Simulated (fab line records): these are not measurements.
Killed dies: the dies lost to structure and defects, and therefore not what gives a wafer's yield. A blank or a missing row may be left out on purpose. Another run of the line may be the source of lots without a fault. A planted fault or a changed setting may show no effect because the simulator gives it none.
A lot that was struck, set against a sound lot + flow gf180mcu + 16 out of 602 route steps
Sound: these wafers, L660.2, L660.3, L660.4. Wafers struck: L667.2, L667.3, L667.5. Last of all comes the cause.
Each step with rows lists, per side, the tool, then ch with its chambers, then its first start. Under that, the readings that differ: sound wafers + struck wafers + difference of the means + sigmas: that difference in standard deviations of wafers without a fault.
alike: a reading whose means differ by less than 2 such deviations, as well as words and numbers matching on both sides. not compared: withheld readings; readings where some wafer has no value; bounds like >300 that might hide an equal value; numbers whose values overlap and for which the record gives no deviation.
Wherever a step has rows on one side only, a row that says differs or no value, or a row with sigmas, the two part there. When numbers do not overlap yet have no deviation, they are printed without sigmas and do not part them. A reading missing from all wafers of one side parts the sides only when that side holds two or more wafers.

GF_TOP_METAL_SPUTTER_04: material TiN, target thk 25 nm, time 19.8 s.
  sound on pvd sputter-04, day 29 12:25; struck on pvd sputter-04, day 31 19:08
  alike: chamber pressure pa, throttle valve pct
GF_TOP_METAL_RS_MEAS_05: measurement is done with a four-point probe.
  sound on film metro-03, day 29 12:28; struck on film metro-03, day 31 19:11
  alike: TOP_METAL_ALCU_RS
GF_TOP_METAL_THK_MEAS_06: measures by xrf.
  sound on film metro-03, day 29 12:34; struck on film metro-03, day 31 19:18
  alike: TOP_METAL_ALCU_THK
then, 7 steps without rows for these wafers: GF_TOP_METAL_DEHYDRATE_07 (time 60 s); GF_TOP_METAL_HMDS_08 (prime time 60 s); GF_TOP_METAL_COAT_09 (resist thk 1500 nm); GF_TOP_METAL_SOFTBAKE_10 (time 60 s); GF_TOP_METAL_EXPOSE_11 (exposes mask MetalTop, target cd 440 nm); GF_TOP_METAL_PEB_12; GF_TOP_METAL_DEVELOP_13 (develop time 57.94 s).
GF_TOP_METAL_CD_MEAS_14: the cd target is 440 nm.
  sound on cd sem-01, day 30 06:41; struck on cd sem-01, day 32 11:26
  alike: cd nm
GF_TOP_METAL_OVL_MEAS_15:
  sound on overlay-01, day 30 06:48; struck on overlay-01, day 32 11:32
  alike: TOP_METAL_OVL
GF_TOP_METAL_METAL_ETCH_16: etches the open film in Cl2/BCl3, stops on SiO2, target depth 1077.5 nm, time 179.6 s.
  sound on rie metal-01 ch 0,1, day 30 06:50; struck on rie metal-01 ch 1, day 32 11:38
| reading                                        | sound                | struck               | difference | sigmas |
|------------------------------------------------|----------------------|----------------------|------------|--------|
| oes product au (a.u.)                          | 0.955 0.972 0.963    | 0.775 0.787 0.781    | -0.182     | -24    |
| throttle valve pct (%)                         | 28.268 28.266 28.261 | 28.464 28.470 28.464 | +0.201     | +18    |
| model.TOP_METAL.feature depth nm (nm)          | 1016 1026 1019       | 692.9 701 698.3      | -322.9     |        |
| model.etch.depth nm (nm)                       | 1016 1026 1019       | 692.9 701 698.3      | -322.9     |        |
| model.NOVOLAK_of_TOP_METAL_COAT_09.thk nm (nm) | 1067 1070 1066       | 1222 1216 1219       | +151       |        |
  alike: drypump motor current A
  not compared: rf hours counter h
GF_TOP_METAL_STRIP_17: strips in O2/N2.
  sound on plasma asher-01 ch 0,1, day 30 07:00; struck on plasma asher-01 ch 0, day 32 11:55
| reading                      | sound             | struck            | difference | sigmas |
|------------------------------|-------------------|-------------------|------------|--------|
| strip time to endpoint s (s) | 13.44 13.46 13.43 | 15.20 15.13 15.17 | +1.72      | +24    |
  alike: drypump motor current A, heater power w, oes product au
  not compared: rf hours counter h
then, 1 step without rows for these wafers: GF_TOP_METAL_STRIP_18 (strips in post etch residue remover, time 1200 s).
GF_PASSIVATION_PROBE_99:
  sound on prober-02, day 31 03:11; struck on prober-01, day 33 07:17
| reading                                  | sound | struck | difference | sigmas |
|------------------------------------------|-------|--------|------------|--------|
| model.etest.pplus_sal_6v.short           | 0 0 0 | 1 1 1  | +1         |        |
| model.etest.nwell.short                  | 0 0 0 | 1 1 1  | +1         |        |
| model.etest.ring_6p0.no ring             | 0 0 0 | 1 1 1  | +1         |        |
| model.etest.via3 chain.short             | 0 0 0 | 1 1 1  | +1         |        |
| model.etest.pwell in dnwell.short        | 0 0 0 | 1 1 1  | +1         |        |
| model.etest.ldpmos_10p0.short            | 0 0 0 | 1 1 1  | +1         |        |
| model.etest.iso dnwell dnwell.over limit | 0 0 0 | 1 1 1  | +1         |        |
| model.etest.via5 chain.short             | 0 0 0 | 1 1 1  | +1         |        |

## WHERE THEY PART
Earliest at GF_TOP_METAL_METAL_ETCH_16; latest, in this record, at GF_TOP_METAL_STRIP_17.

WHY: what the simulator had put in
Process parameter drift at GF_TOP_METAL_METAL_ETCH_16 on rie metal-01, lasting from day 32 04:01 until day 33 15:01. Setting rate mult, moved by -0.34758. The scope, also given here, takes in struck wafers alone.
